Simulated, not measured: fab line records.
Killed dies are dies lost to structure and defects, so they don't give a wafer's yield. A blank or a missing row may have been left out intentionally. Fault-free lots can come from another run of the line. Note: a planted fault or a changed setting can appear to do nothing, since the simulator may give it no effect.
Code-filled problem report in 8D (eight disciplines) form / flow sky130 / the parts of the form that need people (team, actions taken, sign-off) are left out

## 1. PROBLEM STATEMENT
At SKY_PWDE_IMPLANT_08, beam-energy-keV averages 175.89 over 6 wafers from 2 lots, while fault-free wafers read 150.01, standard deviation 0.043. That is +99 or more standard deviations from the usual mean.
Seen first at day 6 11:14 on implanter-01, wafer L495.1. The record holds 36 wafers of 12 lots with a number at this step. The rule behind "out" and "out of limits": a value lying over 4 standard deviations away from the usual mean. The other wafers with a number count as sound.

## 2. WHAT IT IS AND WHAT IT IS NOT
question=which readings at this step | is=beam-energy-keV | is not=-
question=which lots | is=L495, L496 | is not=L488, L489, L491, L493, L494, L497, L498, L505, L506, L507
question=which wafers of those lots | is=all that have a number | is not=-
question=read on which tools | is=implanter-01 | is not=implanter-03, implanter-04
question=when | is=from day 6 11:14 | is not=up to then (15 sound wafers); but 15 sound wafers of L497, L498, L505, L506, L507 came after

## 3. WHAT RULES OUT EACH SUSPECT
Counting: a tool at any process step up to the reading remains a suspect when it ran all the lots that are out and ran no sound lot after the first of those.
- rie-si-02 at SKY_FIELD_ISO_ETCH_17 (etches Si in HBr/Cl2/O2, target depth 342 nm, time 97.7 s): ruled out as a lasting fault. After its first lot that is out, L495 (day 4 15:47), sound lots L498, L505, L507 ran on it.
- implanter-01 at SKY_PWDE_IMPLANT_08: kept. All lots that are out passed through it, beginning with L495 at day 6 11:14, and no sound lot followed; its final sound lot before that point was L494 at day 6 03:07. On those wafers its own readings are out: beam-energy-keV.
Remaining after the count: implanter-01 at SKY_PWDE_IMPLANT_08.

## 4. THE CAUSE (what the simulator had put in)
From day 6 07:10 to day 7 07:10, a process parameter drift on implanter-01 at SKY_PWDE_IMPLANT_08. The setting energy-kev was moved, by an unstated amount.
Only this tool survived the counting.

## 5. THE EFFECT CHAIN, in route order
Each row: a reading where the mean over the struck wafers with a number is more than 3 standard deviations away from the usual. Scope: only readings with a usual standard deviation given in the record; hours: median across lots of the time from each lot's start at the first step in this table that gives one to its start at this step; sigmas: change in usual standard deviations.
hours=0; step=SKY_PWDE_IMPLANT_08; reading=beam-energy-keV; usual=150.01; on struck wafers=175.89; change=+25.88; sigmas=+99 or more
The process steps in it:
- SKY_PWDE_IMPLANT_08

## 6. WHAT WOULD HAVE CAUGHT IT SOONER
4 hours passed between the start of the fault at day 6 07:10 and the first reading out of limits in this record, taken at day 6 11:14.
